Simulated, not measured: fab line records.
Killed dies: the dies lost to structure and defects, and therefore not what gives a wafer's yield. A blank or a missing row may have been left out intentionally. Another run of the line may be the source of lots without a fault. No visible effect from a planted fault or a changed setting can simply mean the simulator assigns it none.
The tool behind it: which one? | flow gf180mcu | Sampling: 12 lots, 36 wafers, 5 of 602 route steps

WHAT THE GAUGES READ, wafer by wafer
GF_MIM_THK_MEAS_06.
lot  | measured     | on            | MIM_CVD_05_THK (nm)
L448 | day 25 04:29 | film metro-01 | 42.2 42.3 43.3
L449 | day 25 06:18 | film metro-01 | 41.5 42.1 42.2
L450 | day 25 09:20 | film metro-04 | 41.8 42.9 42.9
L451 | day 26 04:09 | film metro-01 | 41.9 41.5 42.3
L452 | day 27 00:26 | film metro-04 | 41.5 41.4 41.7
L453 | day 27 02:34 | film metro-04 | 41.3 41.7 41.9
L455 | day 27 16:18 | film metro-04 | 40.9 41.0 41.8
L463 | day 29 22:17 | film metro-04 | 40.5 41.8 41.5
L464 | day 30 13:28 | film metro-04 | 42.2 42.6 42.4
L465 | day 30 15:15 | film metro-02 | 42.0 42.3 42.9
L469 | day 31 13:02 | film metro-01 | 41.2 42.3 42.1
L470 | day 32 04:19 | film metro-02 | 41.1 40.9 41.1

GF_M5_CD_MEAS_07: target cd 280 nm.
lot  | measured     | on        | cd nm (nm)
L448 | day 26 22:50 | cd sem-02 | 280.5 281.7 281.6
L449 | day 27 01:07 | cd sem-02 | 278.9 279.4 280.1
L450 | day 27 05:04 | cd sem-02 | 279.4 278.9 279.1
L451 | day 27 22:55 | cd sem-02 | 280.2 279.8 280.4
L452 | day 28 15:25 | cd sem-01 | 281.4 283.0 281.9
L453 | day 28 19:43 | cd sem-02 | 279.4 280.2 279.2
L455 | day 29 07:57 | cd sem-01 | 279.6 279.3 278.1
L463 | day 31 11:34 | cd sem-01 | 269.6 272.1 271.3
L464 | day 32 00:45 | cd sem-02 | 274.0 274.9 273.4
L465 | day 32 04:16 | cd sem-01 | 279.5 278.9 278.6
L469 | day 33 00:14 | cd sem-02 | 281.5 281.2 281.3
L470 | day 33 13:20 | cd sem-02 | 279.6 280.2 279.5

TOOL THAT RAN EACH LOT (tool first, then ch and the chambers of the sampled wafers, then the start)
lot  | GF_MIM_SPUTTER_01            | GF_MIM_SPUTTER_03            | GF_M5_PEB_05
L448 | pvd sputter-04, day 25 04:19 | pvd sputter-04, day 25 04:23 | litho track-03 ch 0, day 26 22:29
L449 | pvd sputter-04, day 25 06:07 | pvd sputter-04, day 25 06:11 | litho track-03 ch 0, day 27 00:47
L450 | pvd sputter-02, day 25 09:10 | pvd sputter-02, day 25 09:13 | litho track-04 ch 0, day 27 04:43
L451 | pvd sputter-02, day 26 04:00 | pvd sputter-02, day 26 04:04 | litho track-04 ch 0, day 27 22:34
L452 | pvd sputter-04, day 27 00:17 | pvd sputter-04, day 27 00:21 | litho track-04 ch 0, day 28 15:04
L453 | pvd sputter-01, day 27 02:25 | pvd sputter-01, day 27 02:29 | litho track-04 ch 0, day 28 19:22
L455 | pvd sputter-04, day 27 16:08 | pvd sputter-04, day 27 16:12 | litho track-02 ch 0, day 29 07:37
L463 | pvd sputter-01, day 29 22:08 | pvd sputter-01, day 29 22:12 | litho track-04 ch 0, day 31 11:13
L464 | pvd sputter-01, day 30 13:17 | pvd sputter-01, day 30 13:21 | litho track-04 ch 0, day 32 00:25
L465 | pvd sputter-01, day 30 15:05 | pvd sputter-01, day 30 15:09 | litho track-03 ch 0, day 32 03:55
L469 | pvd sputter-04, day 31 12:53 | pvd sputter-04, day 31 12:56 | litho track-03 ch 0, day 32 23:52
L470 | pvd sputter-04, day 32 04:10 | pvd sputter-04, day 32 04:13 | litho track-03 ch 0, day 33 12:59
- GF_MIM_SPUTTER_01: material TiN, target thk 30 nm, time 25 s.
- GF_MIM_SPUTTER_03: material Ti, target thk 10 nm, time 6.7 s.
- GF_M5_PEB_05: peb time 86.86 s.

AS READ BY THE TOOLS THEMSELVES (means over the sampled wafers that have a number; for cases with no such wafer, the mark the record gives instead)
GF_MIM_SPUTTER_01.
lot  | tool           | cathode dc power W (W) | throttle valve pct (%)
L448 | pvd sputter-04 | 6499.5                 | 31.8
L449 | pvd sputter-04 | 6499.9                 | 31.6
L450 | pvd sputter-02 | 6500.9                 | 29.5
L451 | pvd sputter-02 | 6500.0                 | 30.2
L452 | pvd sputter-04 | 6500.6                 | 30.6
L453 | pvd sputter-01 | 6500.4                 | 28.6
L455 | pvd sputter-04 | 6500.2                 | 31.6
L463 | pvd sputter-01 | 6501.3                 | 29.8
L464 | pvd sputter-01 | 6499.6                 | 30.9
L465 | pvd sputter-01 | 6500.0                 | 29.6
L469 | pvd sputter-04 | 6498.5                 | 31.0
L470 | pvd sputter-04 | 6499.6                 | 30.5

GF_MIM_SPUTTER_03.
lot  | tool           | cathode dc power W (W) | throttle valve pct (%)
L448 | pvd sputter-04 | 3000.6                 | 31.9
L449 | pvd sputter-04 | 3000.3                 | 31.5
L450 | pvd sputter-02 | 3000.6                 | 29.8
L451 | pvd sputter-02 | 3000.1                 | 30.2
L452 | pvd sputter-04 | 3000.0                 | 30.7
L453 | pvd sputter-01 | 3000.0                 | 28.6
L455 | pvd sputter-04 | 3000.5                 | 31.4
L463 | pvd sputter-01 | 3000.4                 | 29.8
L464 | pvd sputter-01 | 3000.2                 | 30.8
L465 | pvd sputter-01 | 2999.5                 | 29.7
L469 | pvd sputter-04 | 2999.5                 | 31.0
L470 | pvd sputter-04 | 3000.0                 | 30.6

GF_M5_PEB_05.
lot  | tool           | heater power total W (W) | plate temp C (C)
L448 | litho track-03 | 86.65                    | 135.11
L449 | litho track-03 | 86.65                    | 135.18
L450 | litho track-04 | 86.73                    | 134.94
L451 | litho track-04 | 86.62                    | 135.04
L452 | litho track-04 | 86.69                    | 135.05
L453 | litho track-04 | 86.79                    | 134.85
L455 | litho track-02 | 86.69                    | 134.72
L463 | litho track-04 | 89.22                    | 137.93
L464 | litho track-04 | 89.20                    | 138.19
L465 | litho track-03 | 86.67                    | 134.96
L469 | litho track-03 | 86.78                    | 135.10
L470 | litho track-03 | 86.51                    | 134.88

THE ANSWER, worked out from the rows above alone
Rule: usual is defined by the lots themselves. Put in order of their means at a reading, lots are off if they are a third of the lots or fewer, leave a main group of 4 or more, and stand apart from it by a gap of 3 or more times the standard deviation of the main group's means; of several such gaps the widest counts. A main group whose means are all the same, to the digits that the tables above print for the reading, isn't used. Also off: a lot with no number at a reading for which 4 or more lots have one. Where the step has rows for the other lots, those lots are counted as sound. The gauges are gone through in route order, then the tools' own readings, and for those a lot's mean is taken as printed above. The first step at which some lot is off is used, and at that step the reading that is off furthest; a lot without a number counts as furthest.
Off, at GF_M5_CD_MEAS_07 on cd nm: L463, L464. The main group: mean 280.1 nm, standard deviation 1.
If a tool, at a process step before that reading, ran all the lots that are off and no sound lot after the first of them, it fits. The gauges at GF_M5_CD_MEAS_07 aren't tried: what is off there is off at GF_M5_PEB_05 too, on other tools, and a gauge's error can't cause that. One candidate fits, namely litho track-04 at GF_M5_PEB_05. Its last sound lot is L453 (day 28 19:22), its first lot that is off L463 (day 31 11:13): a fault that began between those two fits.
The tool's own readings at GF_M5_PEB_05 bear it out: on the lots that are off they differ by more than 5 times the standard deviation of the sound lots' means. heater power total W reads 89.21 W there against 86.68 W on the sound lots; plate temp C reads 138.06 C there against 134.98 C on the sound lots.

WHAT THE SIMULATOR HAD INSERTED
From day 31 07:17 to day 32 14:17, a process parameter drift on litho track-04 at GF_M5_PEB_05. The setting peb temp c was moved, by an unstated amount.
Lots struck among those shown: L463, L464. This agrees with what the rule above found.
